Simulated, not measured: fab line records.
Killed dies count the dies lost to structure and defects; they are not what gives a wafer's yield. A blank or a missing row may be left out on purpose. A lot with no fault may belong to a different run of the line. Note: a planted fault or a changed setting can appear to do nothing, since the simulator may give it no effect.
fab line records / flow sky130 / part 2 of 2: steps 32 to 42 of 42
record: lots: 5 wafers: 15 last_day: 49
route steps=708 shown LDD_N@249 LDD_P@255 LDD_HVN@267 LDD_HVP@278 LDD_LDN@289
lots untouched by any fault: they come from a run of this same line in which no faults occurred
start_h: hours from the record's first day to the start of the lot's first wafer shown / wait_h: hours since the lot's step before / " repeats the value in the row above / L1.1+2: a single row standing in for several wafers / - no value, or no start was given / * or withheld: withheld / < > ~ a bound
route shown NAME@n: NAME is a module with steps in the file, n the number in the route of the first one / usual: mean and standard deviation over wafers with no fault / same: alike in all rows / chamber/n: place in a boat / sites: the reading at each site / _std_site: their standard deviation / _edge_site: the outer-site mean with the inner-site mean subtracted / radius_mm: for every site, how far away it sits from the centre of the wafer / mask NAME#n: copy n / behind: tool/chamber where the wafer was last shaped / hold: the reason the lot was held/the length of the hold in hours/how it ended / device: the n, p or np transistor that did not switch / end of line: the route-end tests of the same wafers / a step without rows: its recipe alone / killed: at the first sort, the dies lost to defects and structure; wafer yield is something else / map: per-die view of a wafer (x killed, . not killed, _ where there is no die)
set.NAME: setting as actually run; set.NAME@STEP: the setting as run at that earlier step / model.NAME: the simulator's own value behind a step, which no gauge read
certain route steps with their lots: each step a table, each wafer a row
services: the hour from which a tool's chamber was out of use, counted from the record's first day as start_h (under 0 if before that day), plus the number of hours and why
== steps ==
step: SKY_LDD_HVP_COAT_02
recipe: resist: NOVOLAK spin_rpm: 3000 resist_thk_nm: 300
usual: spin_speed_rpm: 3000.2/1.8
lot.wafer=L077.3 tool=litho_track-01 chamber=0 start_h=497.29 wait_h=0.1 spin_speed_rpm=3000.2
lot.wafer=L077.4 tool=litho_track-01 chamber=0 start_h=497.29 wait_h=0.1 spin_speed_rpm=3000.6
lot.wafer=L077.6 tool=litho_track-01 chamber=0 start_h=497.29 wait_h=0.1 spin_speed_rpm=3001.7
lot.wafer=L078.1 tool=litho_track-04 chamber=0 start_h=530.29 wait_h=0.1 spin_speed_rpm=3004.0
lot.wafer=L078.2 tool=litho_track-04 chamber=0 start_h=530.29 wait_h=0.1 spin_speed_rpm=3001.0
lot.wafer=L078.3 tool=litho_track-04 chamber=0 start_h=530.29 wait_h=0.1 spin_speed_rpm=3000.5
lot.wafer=L083.2 tool=litho_track-04 chamber=0 start_h=569.32 wait_h=0.1 spin_speed_rpm=3003.0
lot.wafer=L083.3 tool=litho_track-04 chamber=0 start_h=569.32 wait_h=0.1 spin_speed_rpm=3001.8
lot.wafer=L083.4 tool=litho_track-04 chamber=0 start_h=569.32 wait_h=0.1 spin_speed_rpm=3001.2
lot.wafer=L090.3 tool=litho_track-02 chamber=0 start_h=627.01 wait_h=0.1 spin_speed_rpm=2999.5
lot.wafer=L090.5 tool=litho_track-02 chamber=0 start_h=627.01 wait_h=0.1 spin_speed_rpm=3002.3
lot.wafer=L090.6 tool=litho_track-02 chamber=0 start_h=627.01 wait_h=0.1 spin_speed_rpm=2996.5
lot.wafer=L093.1 tool=litho_track-04 chamber=0 start_h=645.44 wait_h=0.1 spin_speed_rpm=2996.8
lot.wafer=L093.2 tool=litho_track-04 chamber=0 start_h=645.44 wait_h=0.1 spin_speed_rpm=2998.6
lot.wafer=L093.6 tool=litho_track-04 chamber=0 start_h=645.44 wait_h=0.1 spin_speed_rpm=2996.8
step: SKY_LDD_HVP_SOFTBAKE_03
recipe: temp_c: 90 time_s: 60 resist: NOVOLAK
lot.wafer=L077.3+4+6 tool=litho_track-01 chamber=0 start_h=497.44 wait_h=0.1
lot.wafer=L078.1+2+3 tool=litho_track-04 chamber=0 start_h=530.44 wait_h=0.1
lot.wafer=L083.2+3+4 tool=litho_track-04 chamber=0 start_h=569.47 wait_h=0.1
lot.wafer=L090.3+5+6 tool=litho_track-02 chamber=0 start_h=627.16 wait_h=0.1
lot.wafer=L093.1+2+6 tool=litho_track-04 chamber=0 start_h=645.59 wait_h=0.1
step: SKY_LDD_HVP_EXPOSE_04
recipe: mask_id: HVPTM na: 0.6 source_shape: conventional sigma_outer: 0.6 polarization: unpolarized target_cd_nm: 700 dose_mj: 86
usual: stage_vel_mm_s: 500.07/0.26
same: na: 0.6
lot.wafer=L077.3 tool=iline_stepper-02 chamber=0 start_h=- wait_h=- mask=HVPTM#0 stage_vel_mm_s=499.81
lot.wafer=L077.4 tool=iline_stepper-02 chamber=0 start_h=- wait_h=- mask=HVPTM#0 stage_vel_mm_s=500.30
lot.wafer=L077.6 tool=iline_stepper-02 chamber=0 start_h=- wait_h=- mask=HVPTM#0 stage_vel_mm_s=500.09
lot.wafer=L078.1 tool=iline_stepper-01 chamber=0 start_h=- wait_h=- mask=HVPTM#0 stage_vel_mm_s=500.33
lot.wafer=L078.2 tool=iline_stepper-01 chamber=0 start_h=- wait_h=- mask=HVPTM#0 stage_vel_mm_s=500.21
lot.wafer=L078.3 tool=iline_stepper-01 chamber=0 start_h=- wait_h=- mask=HVPTM#0 stage_vel_mm_s=500.23
lot.wafer=L083.2 tool=iline_stepper-01 chamber=0 start_h=- wait_h=- mask=HVPTM#0 stage_vel_mm_s=499.88
lot.wafer=L083.3 tool=iline_stepper-01 chamber=0 start_h=- wait_h=- mask=HVPTM#0 stage_vel_mm_s=500.22
lot.wafer=L083.4 tool=iline_stepper-01 chamber=0 start_h=- wait_h=- mask=HVPTM#0 stage_vel_mm_s=500.06
lot.wafer=L090.3 tool=iline_stepper-01 chamber=0 start_h=- wait_h=- mask=HVPTM#0 stage_vel_mm_s=500.20
lot.wafer=L090.5 tool=iline_stepper-01 chamber=0 start_h=- wait_h=- mask=HVPTM#0 stage_vel_mm_s=500.13
lot.wafer=L090.6 tool=iline_stepper-01 chamber=0 start_h=- wait_h=- mask=HVPTM#0 stage_vel_mm_s=499.95
lot.wafer=L093.1 tool=iline_stepper-02 chamber=0 start_h=- wait_h=- mask=HVPTM#0 stage_vel_mm_s=499.99
lot.wafer=L093.2 tool=iline_stepper-02 chamber=0 start_h=- wait_h=- mask=HVPTM#0 stage_vel_mm_s=500.55
lot.wafer=L093.6 tool=iline_stepper-02 chamber=0 start_h=- wait_h=- mask=HVPTM#0 stage_vel_mm_s=500.33
step: SKY_LDD_HVP_PEB_05
recipe: temp_c: withheld time_s: * resist: NOVOLAK
lot.wafer=L077.3+4+6 tool=litho_track-01 chamber=0 start_h=- wait_h=-
lot.wafer=L078.1+2+3 tool=litho_track-04 chamber=0 start_h=- wait_h=-
lot.wafer=L083.2+3+4 tool=litho_track-01 chamber=0 start_h=- wait_h=-
lot.wafer=L090.3+5+6 tool=litho_track-02 chamber=0 start_h=- wait_h=-
lot.wafer=L093.1+2+6 tool=litho_track-02 chamber=0 start_h=- wait_h=-
step: SKY_LDD_HVP_DEVELOP_06
recipe: resist: NOVOLAK developer: TMAH develop_time_s: 60 dev_temp_c: 23
lot.wafer=L077.3+4+6 tool=litho_track-01 chamber=0 start_h=512.29 wait_h=0.1
lot.wafer=L078.1+2+3 tool=litho_track-04 chamber=0 start_h=545.04 wait_h=0.1
lot.wafer=L083.2+3+4 tool=litho_track-01 chamber=0 start_h=583.86 wait_h=0.1
lot.wafer=L090.3+5+6 tool=litho_track-02 chamber=0 start_h=641.51 wait_h=0.1
lot.wafer=L093.1+2+6 tool=litho_track-02 chamber=0 start_h=660.26 wait_h=0.1
step: SKY_LDD_HVP_OVL_MEAS_07
usual: LDD_HVP_OVL: 0.2/1.5
lot.wafer=L077.3 tool=overlay-02 chamber=- start_h=512.40 wait_h=0.1 LDD_HVP_OVL[nm]=1.6
lot.wafer=L077.4 tool=overlay-02 chamber=- start_h=512.40 wait_h=0.1 LDD_HVP_OVL[nm]=0.1
lot.wafer=L077.6 tool=overlay-02 chamber=- start_h=512.40 wait_h=0.1 LDD_HVP_OVL[nm]=0.9
lot.wafer=L078.1 tool=overlay-02 chamber=- start_h=545.19 wait_h=0.1 LDD_HVP_OVL[nm]=-1.9
lot.wafer=L078.2 tool=overlay-02 chamber=- start_h=545.19 wait_h=0.1 LDD_HVP_OVL[nm]=-1.1
lot.wafer=L078.3 tool=overlay-02 chamber=- start_h=545.19 wait_h=0.1 LDD_HVP_OVL[nm]=-1.5
lot.wafer=L083.2 tool=overlay-02 chamber=- start_h=583.99 wait_h=0.1 LDD_HVP_OVL[nm]=-0.9
lot.wafer=L083.3 tool=overlay-02 chamber=- start_h=583.99 wait_h=0.1 LDD_HVP_OVL[nm]=-1.3
lot.wafer=L083.4 tool=overlay-02 chamber=- start_h=583.99 wait_h=0.1 LDD_HVP_OVL[nm]=-0.6
lot.wafer=L090.3 tool=overlay-01 chamber=- start_h=641.62 wait_h=0.1 LDD_HVP_OVL[nm]=0.3
lot.wafer=L090.5 tool=overlay-01 chamber=- start_h=641.62 wait_h=0.1 LDD_HVP_OVL[nm]=-1.3
lot.wafer=L090.6 tool=overlay-01 chamber=- start_h=641.62 wait_h=0.1 LDD_HVP_OVL[nm]=-2.0
lot.wafer=L093.1 tool=overlay-01 chamber=- start_h=660.41 wait_h=0.1 LDD_HVP_OVL[nm]=0.7
lot.wafer=L093.2 tool=overlay-01 chamber=- start_h=660.41 wait_h=0.1 LDD_HVP_OVL[nm]=2.1
lot.wafer=L093.6 tool=overlay-01 chamber=- start_h=660.41 wait_h=0.1 LDD_HVP_OVL[nm]=1.0
step: SKY_LDD_HVP_IMPLANT_08
recipe: species: B energy_kev: 20 dose_cm2: 1.7e+13 tilt_deg: 17.9
lot.wafer=L077.3+4+6 tool=implanter-02 chamber=0 start_h=512.47 wait_h=0.1
lot.wafer=L078.1+2+3 tool=implanter-02 chamber=0 start_h=545.23 wait_h=0.0
lot.wafer=L083.2+3+4 tool=implanter-01 chamber=0 start_h=584.05 wait_h=0.0
lot.wafer=L090.3+5+6 tool=implanter-04 chamber=0 start_h=641.70 wait_h=0.1
lot.wafer=L093.1+2+6 tool=implanter-04 chamber=0 start_h=660.45 wait_h=0.0
step: SKY_LDD_HVP_STRIP_09
recipe: chemistry: O2/N2 power_w: 1400 pressure_mtorr: 1500 platen_temp_c: withheld o2_flow_sccm: 3000 n2_flow_sccm: 300 overash_fraction: 0.5
usual: chamber_pressure_mTorr: 1500.0/1.4 drypump_motor_current_A: 5.6/0.49 oes_product_au: 0.409/0.0046 strip_time_to_endpoint_s: 4.140/0.015
lot.wafer=L077.3 tool=plasma_asher-02 chamber=0 start_h=512.61 wait_h=0.1 chamber_pressure_mTorr=1500.9 drypump_motor_current_A=5.8 oes_product_au=0.404 rf_hours_counter_h=- strip_time_to_endpoint_s=4.120
lot.wafer=L077.4 tool=plasma_asher-02 chamber=1 start_h=512.61 wait_h=0.1 chamber_pressure_mTorr=1501.2 drypump_motor_current_A=5.9 oes_product_au=0.406 rf_hours_counter_h=- strip_time_to_endpoint_s=4.145
lot.wafer=L077.6 tool=plasma_asher-02 chamber=1 start_h=512.61 wait_h=0.1 chamber_pressure_mTorr=1499.0 drypump_motor_current_A=5.9 oes_product_au=0.415 rf_hours_counter_h=- strip_time_to_endpoint_s=4.145
lot.wafer=L078.1 tool=plasma_asher-01 chamber=0 start_h=545.38 wait_h=0.1 chamber_pressure_mTorr=1497.2 drypump_motor_current_A=5.3 oes_product_au=0.408 rf_hours_counter_h=86 strip_time_to_endpoint_s=4.147
lot.wafer=L078.2 tool=plasma_asher-01 chamber=1 start_h=545.38 wait_h=0.1 chamber_pressure_mTorr=1502.5 drypump_motor_current_A=5.9 oes_product_au=0.412 rf_hours_counter_h=86 strip_time_to_endpoint_s=4.135
lot.wafer=L078.3 tool=plasma_asher-01 chamber=0 start_h=545.38 wait_h=0.1 chamber_pressure_mTorr=1498.6 drypump_motor_current_A=5.3 oes_product_au=0.399 rf_hours_counter_h=- strip_time_to_endpoint_s=4.143
lot.wafer=L083.2 tool=plasma_asher-02 chamber=0 start_h=584.17 wait_h=0.1 chamber_pressure_mTorr=1500.7 drypump_motor_current_A=5.8 oes_product_au=0.409 rf_hours_counter_h=15 strip_time_to_endpoint_s=4.114
lot.wafer=L083.3 tool=plasma_asher-02 chamber=0 start_h=584.17 wait_h=0.1 chamber_pressure_mTorr=1501.5 drypump_motor_current_A=5.8 oes_product_au=0.406 rf_hours_counter_h=- strip_time_to_endpoint_s=4.120
lot.wafer=L083.4 tool=plasma_asher-02 chamber=1 start_h=584.17 wait_h=0.1 chamber_pressure_mTorr=1500.0 drypump_motor_current_A=5.9 oes_product_au=0.408 rf_hours_counter_h=- strip_time_to_endpoint_s=4.124
lot.wafer=L090.3 tool=plasma_asher-03 chamber=0 start_h=641.83 wait_h=0.1 chamber_pressure_mTorr=1501.6 drypump_motor_current_A=4.8 oes_product_au=0.414 rf_hours_counter_h=- strip_time_to_endpoint_s=4.110
lot.wafer=L090.5 tool=plasma_asher-03 chamber=1 start_h=641.83 wait_h=0.1 chamber_pressure_mTorr=1498.9 drypump_motor_current_A=6.1 oes_product_au=0.419 rf_hours_counter_h=- strip_time_to_endpoint_s=4.136
lot.wafer=L090.6 tool=plasma_asher-03 chamber=0 start_h=641.83 wait_h=0.1 chamber_pressure_mTorr=1501.3 drypump_motor_current_A=4.8 oes_product_au=0.408 rf_hours_counter_h=- strip_time_to_endpoint_s=4.134
lot.wafer=L093.1 tool=plasma_asher-03 chamber=1 start_h=660.60 wait_h=0.1 chamber_pressure_mTorr=1501.0 drypump_motor_current_A=6.1 oes_product_au=0.396 rf_hours_counter_h=85 strip_time_to_endpoint_s=4.140
lot.wafer=L093.2 tool=plasma_asher-03 chamber=0 start_h=660.60 wait_h=0.1 chamber_pressure_mTorr=1498.6 drypump_motor_current_A=4.8 oes_product_au=0.405 rf_hours_counter_h=85 strip_time_to_endpoint_s=4.150
lot.wafer=L093.6 tool=plasma_asher-03 chamber=1 start_h=660.60 wait_h=0.1 chamber_pressure_mTorr=1500.0 drypump_motor_current_A=6.1 oes_product_au=0.403 rf_hours_counter_h=- strip_time_to_endpoint_s=4.152
step: SKY_LDD_HVP_TW_MEAS_10
usual: LDD_HVP_TW: 453.4/2.8
lot.wafer=L077.3 tool=film_metro-01 chamber=- start_h=512.69 wait_h=0.1 LDD_HVP_TW=458.0
lot.wafer=L077.4 tool=film_metro-01 chamber=- start_h=512.69 wait_h=0.1 LDD_HVP_TW=456.1
lot.wafer=L077.6 tool=film_metro-01 chamber=- start_h=512.69 wait_h=0.1 LDD_HVP_TW=453.4
lot.wafer=L078.1 tool=film_metro-02 chamber=- start_h=545.48 wait_h=0.1 LDD_HVP_TW=452.3
lot.wafer=L078.2 tool=film_metro-02 chamber=- start_h=545.48 wait_h=0.1 LDD_HVP_TW=454.1
lot.wafer=L078.3 tool=film_metro-02 chamber=- start_h=545.48 wait_h=0.1 LDD_HVP_TW=452.0
lot.wafer=L083.2 tool=film_metro-02 chamber=- start_h=584.28 wait_h=0.1 LDD_HVP_TW=453.6
lot.wafer=L083.3 tool=film_metro-02 chamber=- start_h=584.28 wait_h=0.1 LDD_HVP_TW=454.5
lot.wafer=L083.4 tool=film_metro-02 chamber=- start_h=584.28 wait_h=0.1 LDD_HVP_TW=454.1
lot.wafer=L090.3 tool=film_metro-03 chamber=- start_h=641.92 wait_h=0.1 LDD_HVP_TW=450.9
lot.wafer=L090.5 tool=film_metro-03 chamber=- start_h=641.92 wait_h=0.1 LDD_HVP_TW=450.7
lot.wafer=L090.6 tool=film_metro-03 chamber=- start_h=641.92 wait_h=0.1 LDD_HVP_TW=451.6
lot.wafer=L093.1 tool=film_metro-01 chamber=- start_h=660.70 wait_h=0.1 LDD_HVP_TW=452.9
lot.wafer=L093.2 tool=film_metro-01 chamber=- start_h=660.70 wait_h=0.1 LDD_HVP_TW=455.8
lot.wafer=L093.6 tool=film_metro-01 chamber=- start_h=660.70 wait_h=0.1 LDD_HVP_TW=454.3
step: SKY_LDD_LDN_DEHYDRATE_00
recipe: temp_c: 200 time_s: 60
lot.wafer=L077.3+4+6 tool=litho_track-01 chamber=0 start_h=527.14 wait_h=14.4
lot.wafer=L078.1+2+3 tool=litho_track-01 chamber=0 start_h=560.19 wait_h=14.7
lot.wafer=L083.2+3+4 tool=litho_track-02 chamber=0 start_h=598.69 wait_h=14.4
lot.wafer=L090.3+5+6 tool=litho_track-02 chamber=0 start_h=655.86 wait_h=13.9
lot.wafer=L093.1+2+6 tool=litho_track-02 chamber=0 start_h=673.71 wait_h=13.0
step: SKY_LDD_LDN_HMDS_01
recipe: prime_time_s: 60 prime_temp_c: 120
usual: prime_temp_c: 119.98/0.14
same: prime_time_s: 60
lot.wafer=L077.3 tool=litho_track-01 chamber=0 start_h=527.29 wait_h=0.1 prime_temp_c=120.11
lot.wafer=L077.4 tool=litho_track-01 chamber=0 start_h=527.29 wait_h=0.1 prime_temp_c=120.02
lot.wafer=L077.6 tool=litho_track-01 chamber=0 start_h=527.29 wait_h=0.1 prime_temp_c=120.10
lot.wafer=L078.1 tool=litho_track-01 chamber=0 start_h=560.34 wait_h=0.1 prime_temp_c=119.69
lot.wafer=L078.2 tool=litho_track-01 chamber=0 start_h=560.34 wait_h=0.1 prime_temp_c=120.04
lot.wafer=L078.3 tool=litho_track-01 chamber=0 start_h=560.34 wait_h=0.1 prime_temp_c=120.12
lot.wafer=L083.2 tool=litho_track-02 chamber=0 start_h=598.84 wait_h=0.1 prime_temp_c=120.10
lot.wafer=L083.3 tool=litho_track-02 chamber=0 start_h=598.84 wait_h=0.1 prime_temp_c=119.75
lot.wafer=L083.4 tool=litho_track-02 chamber=0 start_h=598.84 wait_h=0.1 prime_temp_c=120.00
lot.wafer=L090.3 tool=litho_track-02 chamber=0 start_h=656.01 wait_h=0.1 prime_temp_c=120.22
lot.wafer=L090.5 tool=litho_track-02 chamber=0 start_h=656.01 wait_h=0.1 prime_temp_c=119.86
lot.wafer=L090.6 tool=litho_track-02 chamber=0 start_h=656.01 wait_h=0.1 prime_temp_c=120.00
lot.wafer=L093.1 tool=litho_track-02 chamber=0 start_h=673.86 wait_h=0.1 prime_temp_c=120.05
lot.wafer=L093.2 tool=litho_track-02 chamber=0 start_h=673.86 wait_h=0.1 prime_temp_c=119.98
lot.wafer=L093.6 tool=litho_track-02 chamber=0 start_h=673.86 wait_h=0.1 prime_temp_c=119.74
== services ==
tool=implanter-01 chamber=- start_h=408.94 hours=1.4 kind=repair
tool=plasma_asher-02 chamber=- start_h=421.25 hours=9.0 kind=pm
tool=iline_stepper-02 chamber=- start_h=421.82 hours=1.7 kind=pm
tool=implanter-02 chamber=- start_h=436.30 hours=0.7 kind=repair
tool=iline_stepper-01 chamber=- start_h=458.37 hours=2.1 kind=pm
tool=implanter-02 chamber=- start_h=461.70 hours=1.5 kind=pm
tool=plasma_asher-04 chamber=- start_h=505.68 hours=3.7 kind=repair
tool=iline_stepper-01 chamber=- start_h=523.07 hours=1.7 kind=pm
tool=iline_stepper-02 chamber=- start_h=525.18 hours=2.1 kind=pm
tool=plasma_asher-04 chamber=- start_h=535.30 hours=12.7 kind=repair
tool=implanter-03 chamber=- start_h=550.34 hours=4.4 kind=pm
tool=implanter-02 chamber=- start_h=568.68 hours=1.0 kind=repair
tool=implanter-04 chamber=- start_h=592.75 hours=2.4 kind=repair
tool=iline_stepper-02 chamber=- start_h=602.57 hours=10.5 kind=repair
tool=implanter-01 chamber=- start_h=618.56 hours=3.5 kind=pm
tool=iline_stepper-02 chamber=- start_h=619.68 hours=4.4 kind=repair
tool=implanter-02 chamber=- start_h=623.79 hours=3.9 kind=repair
tool=plasma_asher-03 chamber=- start_h=624.63 hours=2.8 kind=pm
tool=plasma_asher-02 chamber=- start_h=625.56 hours=10.3 kind=pm
tool=iline_stepper-02 chamber=- start_h=640.00 hours=1.7 kind=pm
tool=iline_stepper-01 chamber=- start_h=642.17 hours=24.6 kind=repair
tool=implanter-04 chamber=- start_h=651.08 hours=8.6 kind=pm
tool=implanter-03 chamber=- start_h=659.05 hours=4.1 kind=pm
tool=implanter-03 chamber=- start_h=667.31 hours=3.3 kind=repair
